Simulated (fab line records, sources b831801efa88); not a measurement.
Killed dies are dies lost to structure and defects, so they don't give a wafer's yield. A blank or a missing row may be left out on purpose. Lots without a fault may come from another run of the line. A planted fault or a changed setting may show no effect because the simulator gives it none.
Which tool did it? | flow sky130 | 11 lots, 33 wafers sampled, at 3 steps of a route of 708

WHAT THE GAUGES READ, wafer by wafer
SKY_SD_P_TW_MEAS_11.
lot  | measured     | on            | SD_P_TW
L398 | day 25 19:47 | film_metro-02 | 2781 2784 2787
L399 | day 26 03:24 | film_metro-02 | 2749 2759 2786
L400 | day 26 08:04 | film_metro-02 | 2760 2768 2779
L402 | day 26 20:16 | film_metro-01 | 2819 2821 2814
L403 | day 27 01:59 | film_metro-02 | 2631 2632 2632
L404 | day 27 08:28 | film_metro-01 | 2672 2684 2669
L408 | day 28 11:28 | film_metro-01 | 2664 2671 2658
L414 | day 31 12:20 | film_metro-01 | 2824 2809 2817
L419 | day 33 06:37 | film_metro-04 | 2840 2826 2862
L421 | day 33 07:49 | film_metro-02 | 2769 2759 2774
L420 | day 33 17:26 | film_metro-01 | 2802 2826 2825

WHICH TOOL RAN EACH LOT (tool, then ch and the chambers of the sampled wafers, then the start)
lot  | SKY_SD_P_IMPLANT_09             | SKY_SD_P_STRIP_10
L398 | implanter-02 ch 0, day 25 19:35 | plasma_asher-03 ch 0,1, day 25 19:41
L399 | implanter-04 ch 0, day 26 03:12 | plasma_asher-03 ch 0,1, day 26 03:19
L400 | implanter-04 ch 0, day 26 07:50 | plasma_asher-04 ch 0,1, day 26 07:58
L402 | implanter-03 ch 0, day 26 20:01 | plasma_asher-02 ch 0,1, day 26 20:10
L403 | implanter-04 ch 0, day 27 01:45 | plasma_asher-02 ch 0, day 27 01:52
L404 | implanter-04 ch 0, day 27 08:14 | plasma_asher-03 ch 0,1, day 27 08:22
L408 | implanter-04 ch 0, day 28 11:13 | plasma_asher-04 ch 0,1, day 28 11:22
L414 | implanter-02 ch 0, day 31 12:05 | plasma_asher-02 ch 0,1, day 31 12:14
L419 | implanter-03 ch 0, day 33 06:22 | plasma_asher-02 ch 0,1, day 33 06:31
L421 | implanter-02 ch 0, day 33 07:34 | plasma_asher-04 ch 1, day 33 07:43
L420 | implanter-02 ch 0, day 33 17:13 | plasma_asher-02 ch 0,1, day 33 17:22
- SKY_SD_P_IMPLANT_09
- SKY_SD_P_STRIP_10: strips in O2/N2.

THE ANSWER, worked out from the rows above alone
Rule: what is usual is taken from the lots themselves. Put in order of their means at a reading, lots are off if they are a third of the lots or fewer, leave a main group of 4 or more, and stand apart from it by a gap of 3 or more times the standard deviation of the main group's means; of several such gaps the widest counts. A main group whose means are all the same, to the digits that the tables above print for the reading, isn't used. A lot without any number at a reading at which 4 lots or more have one is off too. The other lots that the step has rows for count as sound.
Off: L403, L404, L408, at SKY_SD_P_TW_MEAS_11 (SD_P_TW). The main group: mean 2798, standard deviation 28.
A tool fits if, at a process step before that reading, it ran every lot that is off, and no sound lot after the first of them. The gauges at SKY_SD_P_TW_MEAS_11 are tried like those tools. One fits: implanter-04 at SKY_SD_P_IMPLANT_09. Its last sound lot is L400 (day 26 07:50), its first lot that is off L403 (day 27 01:45): a fault that began between those two fits.

WHAT THE SIMULATOR HAD PUT IN
Process parameter drift: implanter-04, from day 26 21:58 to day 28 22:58, at SKY_SD_P_IMPLANT_09. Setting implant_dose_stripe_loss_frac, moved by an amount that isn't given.
Lots struck among those shown: L403, L404, L408. The rule above found the same.
